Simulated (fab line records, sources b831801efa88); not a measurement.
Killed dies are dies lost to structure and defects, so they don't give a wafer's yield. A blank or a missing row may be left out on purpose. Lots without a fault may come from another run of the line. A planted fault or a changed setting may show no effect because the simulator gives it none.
Chamber matching | flow gf180mcu | GF_PASSIVATION_ETCH_11 on rie_diel-02: 4 sister chambers
The step etches the open film in CF4/O2, stops on TiN, target depth 2040 nm, time 453.3 s. 4 wafers are shown with their chamber, then 8 later ones without.

WAFERS WITH THEIR CHAMBER
wafer  | chamber | drypump_motor_current_A (A)
L089.3 | 2       | 4.8
L089.4 | 1       | 5.6
L089.6 | 0       | 5.8
L090.1 | 3       | 5.4

WAFERS WITHOUT THEIR CHAMBER
wafer  | drypump_motor_current_A (A)
L090.2 | 5.8
L090.4 | 4.8
L092.2 | 5.3
L092.3 | 5.6
L092.4 | 4.8
L093.3 | 5.4
L093.5 | 4.8
L093.6 | 5.4

WHICH CHAMBER EACH WENT THROUGH
wafer  | from the rows above | in truth
L090.2 | 0                   | 0
L090.4 | 2                   | 2
L092.2 | 3                   | 3
L092.3 | 1                   | 1
L092.4 | 2                   | 2
L093.3 | 3                   | 3
L093.5 | 2                   | 2
L093.6 | 3                   | 3
Placed correctly: 8 of 8. Can't be placed from these rows: 0. Placed wrongly: 0.
How it was worked out, from the rows above alone: a wafer's distance from a chamber is the root of the sum, over the readings, of the square of ((its reading less the chamber's mean) divided by the reading's scatter). The wafer belongs to the nearest chamber; if the next one is less than 2 further off, it can't be placed. A chamber's mean is the mean of its shown wafers. The scatter: with one shown wafer a chamber, the root of the mean of the squares of how far each hidden wafer lies from its nearest shown one.
